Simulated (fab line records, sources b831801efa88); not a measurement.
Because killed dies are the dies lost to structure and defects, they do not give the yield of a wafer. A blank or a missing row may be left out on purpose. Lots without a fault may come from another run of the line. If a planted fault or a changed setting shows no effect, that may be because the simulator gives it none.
Which tool did it? | flow sfq line | Sampling: 7 lots, 21 wafers, 2 of 325 route steps

## WHAT THE GAUGES READ, wafer by wafer
SFQ_M0_RS_MEAS_904: the measuring method here is four-point-probe.
lot  | measured     | on            | M0_NB_RS (ohm/sq)
L450 | day 5 18:56  | film metro-04 | 0.910 0.910 0.905
L452 | day 6 06:56  | film metro-02 | 0.909 0.909 0.914
L454 | day 7 01:11  | film metro-04 | 0.908 0.904 0.913
L456 | day 7 12:43  | film metro-01 | 0.910 0.914 0.912
L460 | day 8 12:44  | film metro-04 | 0.895 0.909 0.898
L464 | day 9 07:58  | film metro-04 | 0.908 0.906 0.906
L468 | day 10 13:46 | film metro-01 | 0.753 0.761 0.752

## TOOL THAT RAN EACH LOT (tool first, then ch and the chambers of the sampled wafers, then the start)
lot  | SFQ_TRILAYER_M0_DEP_SPUTTER_019
L450 | pvd sputter-04, day 5 18:48
L452 | pvd sputter-05, day 6 06:49
L454 | pvd sputter-05, day 7 01:05
L456 | pvd sputter-05, day 7 12:38
L460 | pvd sputter-04, day 8 12:38
L464 | pvd sputter-03, day 9 07:50
L468 | pvd sputter-03, day 10 13:38
- SFQ_TRILAYER_M0_DEP_SPUTTER_019: material Nb, target thk 200 nm, time 133.3 s.

## THE ANSWER, worked out from the rows above alone
Rule: usual is defined by the lots themselves. The widest of any qualifying gaps counts: lots, ordered by their means at a reading, are off when they make up no more than a third of the lots, leave a main group of 4 or more, and stand apart from it by 3 or more times the standard deviation of that group's means. A main group is skipped when, at the precision printed for the reading in the tables above, its means are all equal. Also off: a lot with no number at a reading for which 4 or more lots have one. Any other lot the step has rows for is counted as sound.
Off: L468, seen at SFQ_M0_RS_MEAS_904 (M0_NB_RS). The main group: mean 0.908 ohm/sq, standard deviation 0.0036.
If a tool, at a process step before that reading, ran all the lots that are off and no sound lot after the first of them, it fits. The gauges at SFQ_M0_RS_MEAS_904 are tried like those tools. Undecided on this evidence; 2 tools fit (pvd sputter-03 at SFQ_TRILAYER_M0_DEP_SPUTTER_019, film metro-01 at SFQ_M0_RS_MEAS_904).

## WHAT WAS PUT IN BY THE SIMULATOR
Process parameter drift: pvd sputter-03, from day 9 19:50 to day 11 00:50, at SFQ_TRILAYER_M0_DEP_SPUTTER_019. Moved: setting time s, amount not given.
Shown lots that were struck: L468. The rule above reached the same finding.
